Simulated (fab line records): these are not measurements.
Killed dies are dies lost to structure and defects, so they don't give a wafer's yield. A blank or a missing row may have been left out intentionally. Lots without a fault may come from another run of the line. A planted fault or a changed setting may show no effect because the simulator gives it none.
Which of the tools did it?	flow gf180mcu	12 lots with 36 wafers sampled at 6 steps, on a route of 602 steps

WHAT EACH GAUGE READ, for each wafer
GF_POLY_GATE_CD_MEAS_10 targets a cd of 280 nm.
lot	measured	on	cdNm (nm)
L752	day 9 12:42	cdSem-01	279.0 278.8 278.7
L753	day 9 21:52	cdSem-01	280.8 280.1 281.5
L755	day 10 11:30	cdSem-01	282.3 282.5 282.0
L757	day 11 00:07	cdSem-02	282.1 281.9 280.6
L758	day 11 09:53	cdSem-01	280.2 279.6 279.4
L760	day 11 21:39	cdSem-01	278.2 279.0 278.7
L761	day 12 04:16	cdSem-01	280.8 282.0 282.2
L768	day 14 08:07	cdSem-02	279.7 280.7 281.1
L769	day 14 10:46	cdSem-01	280.8 281.4 281.0
L770	day 14 19:15	cdSem-02	278.2 280.7 279.7
L772	day 15 15:37	cdSem-01	278.9 278.9 278.2
L774	day 16 02:48	cdSem-02	278.7 279.5 279.2

GF_HV_LDD_THK_MEAS_57.
lot	measured	on	HV_LDD_CVD_56_THK (nm)
L752	day 12 22:47	filmMetro-04	90.1 90.5 89.8
L753	day 13 09:07	filmMetro-02	86.8 87.2 86.9
L755	day 13 20:46	filmMetro-04	90.2 89.7 90.1
L757	day 14 13:35	filmMetro-02	97.8 97.3 97.8
L758	day 15 00:18	filmMetro-01	97.7 97.6 97.6
L760	day 15 12:46	filmMetro-04	97.5 96.3 97.2
L761	day 15 20:08	filmMetro-01	90.6 90.0 90.2
L768	day 18 12:34	filmMetro-04	90.6 90.4 89.8
L769	day 18 13:44	filmMetro-02	90.2 90.3 90.6
L770	day 18 21:01	filmMetro-04	90.2 90.3 90.4
L772	day 19 18:40	filmMetro-01	90.5 90.9 90.3
L774	day 20 07:58	filmMetro-01	89.8 90.1 89.2

GF_PSD_CD_MEAS_07 targets a cd of 400 nm.
lot	measured	on	cdNm (nm)
L752	day 14 15:21	cdSem-01	397.4 397.8 400.4
L753	day 15 02:04	cdSem-02	403.0 405.0 405.5
L755	day 15 15:54	cdSem-02	400.9 400.3 401.8
L757	day 16 08:44	cdSem-01	398.9 401.4 399.5
L758	day 16 20:35	cdSem-01	400.5 400.1 399.3
L760	day 17 10:39	cdSem-01	399.9 398.8 399.5
L761	day 17 17:52	cdSem-01	399.8 400.9 401.9
L768	day 20 13:58	cdSem-02	398.7 400.8 396.7
L769	day 20 15:19	cdSem-02	397.0 396.7 398.8
L770	day 20 21:33	cdSem-02	397.6 398.8 399.9
L772	day 21 18:47	cdSem-01	401.3 397.9 399.7
L774	day 22 07:55	cdSem-01	399.4 400.8 400.6

EACH LOT AND THE TOOL THAT RAN IT (in order: tool; ch and the chambers of the sampled wafers; start)
lot	GF_VT_IMPLANT_STRIP_31	GF_HV_LDD_CVD_56	GF_HV_LDD_ETCHBACK_58
L752	plasmaAsher-01 ch 0,1, day 7 03:53	lpcvd-02 ch 0, day 12 21:22	rieDiel-01 ch 1,3, day 12 22:51
L753	plasmaAsher-01 ch 0,1, day 7 16:00	lpcvd-01 ch 0, day 13 07:41	rieDiel-03 ch 0,1, day 13 09:10
L755	plasmaAsher-01 ch 0,1, day 8 01:17	lpcvd-01 ch 1, day 13 19:20	rieDiel-01 ch 1,3, day 13 20:49
L757	plasmaAsher-03 ch 0,1, day 8 12:08	lpcvd-01 ch 0, day 14 12:08	rieDiel-01 ch 0,1, day 14 13:38
L758	plasmaAsher-04 ch 0,1, day 8 23:47	lpcvd-01 ch 1, day 14 22:51	rieDiel-01 ch 0,1,3, day 15 00:20
L760	plasmaAsher-03 ch 0,1, day 9 08:48	lpcvd-01 ch 0, day 15 11:20	rieDiel-03 ch 0,1,3, day 15 12:50
L761	plasmaAsher-03 ch 0,1, day 9 15:14	lpcvd-02 ch 1, day 15 18:42	rieDiel-04 ch 0,1, day 15 20:11
L768	plasmaAsher-03 ch 0,1, day 11 14:44	lpcvd-02 ch 1, day 18 11:08	rieDiel-01 ch 1,2, day 18 12:37
L769	plasmaAsher-04 ch 0,1, day 11 17:53	lpcvd-01 ch 1, day 18 12:17	rieDiel-04 ch 2,3, day 18 13:47
L770	plasmaAsher-04 ch 0,1, day 12 01:03	lpcvd-01 ch 1, day 18 19:36	rieDiel-03 ch 0,1, day 18 21:05
L772	plasmaAsher-01 ch 0,1, day 12 18:11	lpcvd-01 ch 0, day 19 17:14	rieDiel-04 ch 1,3, day 19 18:43
L774	plasmaAsher-01 ch 0,1, day 13 03:24	lpcvd-01 ch 1, day 20 06:32	rieDiel-01 ch 0,1,3, day 20 08:02
- GF_VT_IMPLANT_STRIP_31: strips in O2/N2.
- GF_HV_LDD_CVD_56: deposits Si3N4 from DCS/NH3, target thk 90 nm, time 1543 s.
- GF_HV_LDD_ETCHBACK_58: etches Si3N4 in CH3F/O2, stops on SiO2, time 100 s, target depth 90 nm.

WHAT THE TOOLS THEMSELVES READ (means of the sampled wafers that have a number; where no wafer has one, the mark that the record gives instead)
GF_VT_IMPLANT_STRIP_31.
lot	tool	drypumpMotorCurrentA (A)	heaterPowerW (W)	oesProductAu (a.u.)	stripTimeToEndpointS (s)
L752	plasmaAsher-01	5.8	277	0.713	12.64
L753	plasmaAsher-01	5.8	274	0.715	12.66
L755	plasmaAsher-01	5.8	276	0.719	12.67
L757	plasmaAsher-03	5.6	303	0.715	12.62
L758	plasmaAsher-04	6.2	324	0.720	12.63
L760	plasmaAsher-03	5.6	304	0.716	12.67
L761	plasmaAsher-03	5.6	301	0.721	12.61
L768	plasmaAsher-03	5.4	300	0.717	12.65
L769	plasmaAsher-04	6.3	322	0.713	12.67
L770	plasmaAsher-04	6.3	317	0.714	12.59
L772	plasmaAsher-01	5.8	276	0.718	12.60
L774	plasmaAsher-01	5.8	271	0.714	12.72

GF_HV_LDD_CVD_56.
lot	tool	susceptorTempC (C)
L752	lpcvd-02	769.9
L753	lpcvd-01	770.0
L755	lpcvd-01	770.5
L757	lpcvd-01	770.3
L758	lpcvd-01	770.6
L760	lpcvd-01	769.9
L761	lpcvd-02	769.8
L768	lpcvd-02	769.9
L769	lpcvd-01	770.0
L770	lpcvd-01	769.8
L772	lpcvd-01	769.9
L774	lpcvd-01	769.9

GF_HV_LDD_ETCHBACK_58.
lot	tool	drypumpMotorCurrentA (A)	oesProductAu (a.u.)	throttleValvePct (%)
L752	rieDiel-01	5.5	0.844	10.563
L753	rieDiel-03	6.4	0.826	10.552
L755	rieDiel-01	5.4	0.842	10.568
L757	rieDiel-01	5.8	0.881	10.565
L758	rieDiel-01	5.6	0.884	10.564
L760	rieDiel-03	6.3	0.876	10.568
L761	rieDiel-04	5.7	0.843	10.551
L768	rieDiel-01	6.1	0.842	10.567
L769	rieDiel-04	5.6	0.848	10.555
L770	rieDiel-03	6.4	0.842	10.573
L772	rieDiel-04	5.6	0.846	10.559
L774	rieDiel-01	5.6	0.841	10.567

THE ANSWER, worked out from the rows above alone
Rule: what is usual is taken from the lots themselves. Put in order of their means at a reading, lots are off if they are a third of the lots or fewer, leave a main group of 4 or more, and stand apart from it by a gap of 3 or more times the standard deviation of the main group's means; of several such gaps the widest counts. Not used: any main group whose means are identical at the precision the tables above print for the reading. Also off: a lot with no number at a reading for which 4 or more lots have one. All remaining lots with rows at the step are treated as sound. After the gauges, taken in route order, come the tools' own readings; for these a lot's mean is taken, as printed above. At the first step where some lot is off, the reading lying furthest off is the one used; lots without a number count as furthest.
Off: L757, L758, L760, at GF_HV_LDD_THK_MEAS_57 (HV_LDD_CVD_56_THK). For the main group the mean is 89.8 nm and the standard deviation 1.
A tool fits if, at a process step before that reading, it ran every lot that is off, and no sound lot after the first of them. Not tried: the gauges at GF_HV_LDD_THK_MEAS_57; whatever is off there is also off at GF_HV_LDD_ETCHBACK_58, on other tools, and gauge error can't account for it. None of those tried fits.

WHAT THE SIMULATOR PUT IN
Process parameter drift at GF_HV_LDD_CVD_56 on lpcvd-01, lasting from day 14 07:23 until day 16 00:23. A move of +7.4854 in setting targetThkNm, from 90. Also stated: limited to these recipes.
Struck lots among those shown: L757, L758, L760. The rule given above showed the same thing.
